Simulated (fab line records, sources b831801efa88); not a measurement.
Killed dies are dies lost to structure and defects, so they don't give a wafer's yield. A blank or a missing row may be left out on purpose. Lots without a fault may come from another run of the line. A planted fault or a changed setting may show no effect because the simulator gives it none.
Which tool did it? | flow gf180mcu | 14 lots, 42 wafers sampled, at 3 steps of a route of 602

WHAT THE GAUGES READ, wafer by wafer
GF_POLY_GATE_CD_MEAS_10: target cd 280 nm. Usual: cd_nm 279.4 nm, standard deviation 1.5.
lot  | measured     | on        | cd_nm (nm)        | flag
L172 | day 9 05:47  | cd_sem-02 | 279.6 278.4 279.5 |
L173 | day 9 10:16  | cd_sem-01 | 280.7 280.9 280.9 |
L176 | day 10 18:11 | cd_sem-02 | 276.9 277.2 276.9 |
L179 | day 11 08:55 | cd_sem-02 | 283.0 281.8 283.5 |
L180 | day 11 23:23 | cd_sem-01 | 276.4 276.3 277.2 |
L181 | day 12 04:32 | cd_sem-02 | 277.7 277.8 278.6 |
L182 | day 12 06:39 | cd_sem-01 | 279.8 278.2 278.1 |
L183 | day 12 14:32 | cd_sem-02 | 281.6 281.1 281.9 |
L184 | day 12 20:20 | cd_sem-01 | 280.1 281.5 279.3 |
L185 | day 13 07:25 | cd_sem-01 | 279.6 280.2 280.3 |
L190 | day 14 15:29 | cd_sem-02 | 279.9 279.6 279.1 |
L191 | day 14 23:17 | cd_sem-02 | 280.9 281.7 281.8 |
L192 | day 15 05:41 | cd_sem-01 | 279.6 280.3 279.8 |
L194 | day 15 19:41 | cd_sem-02 | 277.4 278.8 277.4 |

GF_HV_LDD_OVL_MEAS_32. Usual: HV_LDD_02_OVL -0.2 nm, standard deviation 1.3.
lot  | measured     | on         | HV_LDD_02_OVL (nm) | flag
L172 | day 11 14:43 | overlay-01 | -1.9 -2.5 0.8      |
L173 | day 11 17:39 | overlay-01 | -1.7 1.2 0.3       |
L176 | day 13 06:47 | overlay-02 | 0.9 -0.8 -0.8      |
L179 | day 14 00:10 | overlay-02 | -0.2 -1.2 -0.5     |
L180 | day 14 14:52 | overlay-01 | 0.0 1.5 0.4        |
L181 | day 14 19:21 | overlay-02 | 1.0 0.0 -0.5       |
L182 | day 14 22:25 | overlay-02 | 0.9 0.6 0.1        |
L183 | day 15 06:02 | overlay-02 | 0.8 1.8 -0.1       |
L184 | day 15 12:44 | overlay-02 | -0.7 -2.2 -0.8     |
L185 | day 16 01:13 | overlay-01 | 1.7 -0.1 -0.3      |
L190 | day 17 10:58 | overlay-01 | 0.0 1.0 -2.5       |
L191 | day 17 20:09 | overlay-01 | -1.1 -1.7 0.4      |
L192 | day 18 04:16 | overlay-02 | 0.0 0.9 1.8        |
L194 | day 18 17:51 | overlay-02 | -1.1 0.9 -1.4      |

WHICH TOOL RAN EACH LOT (tool, then ch and the chambers of the sampled wafers, then the start)
lot  | GF_POLY_GATE_ETCH_12
L172 | rie_diel-04 ch 1,3, day 9 05:56
L173 | rie_diel-01 ch 1,3, day 9 10:23
L176 | rie_diel-04 ch 0,1, day 10 18:20
L179 | rie_diel-03 ch 1,2, day 11 09:02
L180 | rie_diel-01 ch 0,1,2, day 11 23:29
L181 | rie_diel-01 ch 0,2, day 12 04:38
L182 | rie_diel-04 ch 0,3, day 12 06:47
L183 | rie_diel-01 ch 2,3, day 12 14:41
L184 | rie_diel-01 ch 2,3, day 12 20:29
L185 | rie_diel-04 ch 0,2, day 13 07:32
L190 | rie_diel-04 ch 1,2,3, day 14 15:35
L191 | rie_diel-01 ch 0,1, day 14 23:26
L192 | rie_diel-04 ch 0,1,3, day 15 05:50
L194 | rie_diel-01 ch 0,2,3, day 15 19:50
- GF_POLY_GATE_ETCH_12: etches BARC in N2/H2.

WHAT THE TOOLS THEMSELVES READ (means of the sampled wafers that have a number; where no wafer has one, the mark that the record gives instead)
GF_POLY_GATE_ETCH_12. Usual: chamber_pressure_mTorr 30.001 mTorr, standard deviation 0.027; drypump_motor_current_A 5.6 A, standard deviation 0.46; oes_product_au 0.737 a.u., standard deviation 0.0046; throttle_valve_pct 13.215 %, standard deviation 0.0087.
lot  | tool        | chamber_pressure_mTorr (mTorr) | drypump_motor_current_A (A) | oes_product_au (a.u.) | throttle_valve_pct (%) | flag
L172 | rie_diel-04 | 30.001                         | 5.3                         | 0.740                 | 13.210                 |
L173 | rie_diel-01 | 30.011                         | 6.0                         | 0.735                 | 13.218                 |
L176 | rie_diel-04 | 30.018                         | 6.0                         | 0.735                 | 13.218                 |
L179 | rie_diel-03 | 30.010                         | 5.6                         | 0.740                 | 13.219                 |
L180 | rie_diel-01 | 29.985                         | 5.6                         | 0.739                 | 13.211                 |
L181 | rie_diel-01 | 30.021                         | 5.6                         | 0.736                 | 13.215                 |
L182 | rie_diel-04 | 29.981                         | 5.3                         | 0.736                 | 13.212                 |
L183 | rie_diel-01 | 29.997                         | 5.9                         | 0.735                 | 13.212                 |
L184 | rie_diel-01 | 29.991                         | 5.9                         | 0.735                 | 13.218                 |
L185 | rie_diel-04 | 30.013                         | 5.8                         | 0.741                 | 13.210                 |
L190 | rie_diel-04 | 29.991                         | 5.1                         | 0.734                 | 13.212                 |
L191 | rie_diel-01 | 30.018                         | 5.4                         | 0.733                 | 13.211                 |
L192 | rie_diel-04 | 30.009                         | 5.5                         | 0.741                 | 13.218                 |
L194 | rie_diel-01 | 30.004                         | 5.6                         | 0.734                 | 13.213                 |

THE ANSWER, worked out from the rows above alone
Rule: a lot is off if the mean of its wafers that have a number lies more than 3 standard deviations from the usual mean. A lot without any number at a reading at which 4 lots or more have one is off too. The other lots that the step has rows for count as sound. The gauges are gone through in route order, then the tools' own readings, and for those a lot's mean is taken as printed above. The first step at which some lot is off is used, and at that step the reading that is off furthest; a lot without a number counts as furthest.
No lot is off at any reading shown: from this, nothing can be told.

WHAT THE SIMULATOR HAD PUT IN
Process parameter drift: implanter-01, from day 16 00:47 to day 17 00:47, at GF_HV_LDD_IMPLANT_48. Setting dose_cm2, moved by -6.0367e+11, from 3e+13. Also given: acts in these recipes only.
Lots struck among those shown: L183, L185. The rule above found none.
